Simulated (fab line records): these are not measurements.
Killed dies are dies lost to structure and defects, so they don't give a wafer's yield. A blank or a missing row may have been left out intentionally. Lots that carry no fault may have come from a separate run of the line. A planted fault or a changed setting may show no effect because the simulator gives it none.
Which tool is to blame?    flow sky130    21 wafers sampled from 7 lots at 1 step of a route of 708

## WHAT EACH GAUGE READ, for each wafer
SKY_NWELL_RS_MEAS_29: uses a four-point probe to measure.
lot   measured      on            NWELL_RS (ohm/sq)
L661  day 6 02:13   filmMetro-01  624.9 625.5 627.3
L664  day 6 23:22   filmMetro-01  624.5 623.7 623.4
L667  day 7 12:34   filmMetro-04  627.7 628.4 625.4
L669  day 7 23:57   filmMetro-02  624.2 626.4 625.3
L672  day 8 18:22   filmMetro-02  627.2 625.4 625.6
L677  day 10 11:07  filmMetro-02  624.2 624.0 625.0
L681  day 11 06:56  filmMetro-02  623.4 623.9 625.0

## TOOL THAT RAN EACH LOT (tool first, then ch and the chambers of the sampled wafers, then the start)
Before these readings, the record contains no process step.

## THE ANSWER, worked out from the rows above alone
Rule: what is usual is taken from the lots themselves. The widest of any qualifying gaps counts: lots, ordered by their means at a reading, are off when they make up no more than a third of the lots, leave a main group of 4 or more, and stand apart from it by 3 or more times the standard deviation of that group's means. A main group whose means are all the same, to the digits that the tables above print for the reading, isn't used. Also off: a lot with no number at a reading for which 4 or more lots have one. Where the step has rows for the other lots, those lots are counted as sound.
None of the lots is off at any reading shown; this tells nothing.

## WHAT WAS PUT IN BY THE SIMULATOR
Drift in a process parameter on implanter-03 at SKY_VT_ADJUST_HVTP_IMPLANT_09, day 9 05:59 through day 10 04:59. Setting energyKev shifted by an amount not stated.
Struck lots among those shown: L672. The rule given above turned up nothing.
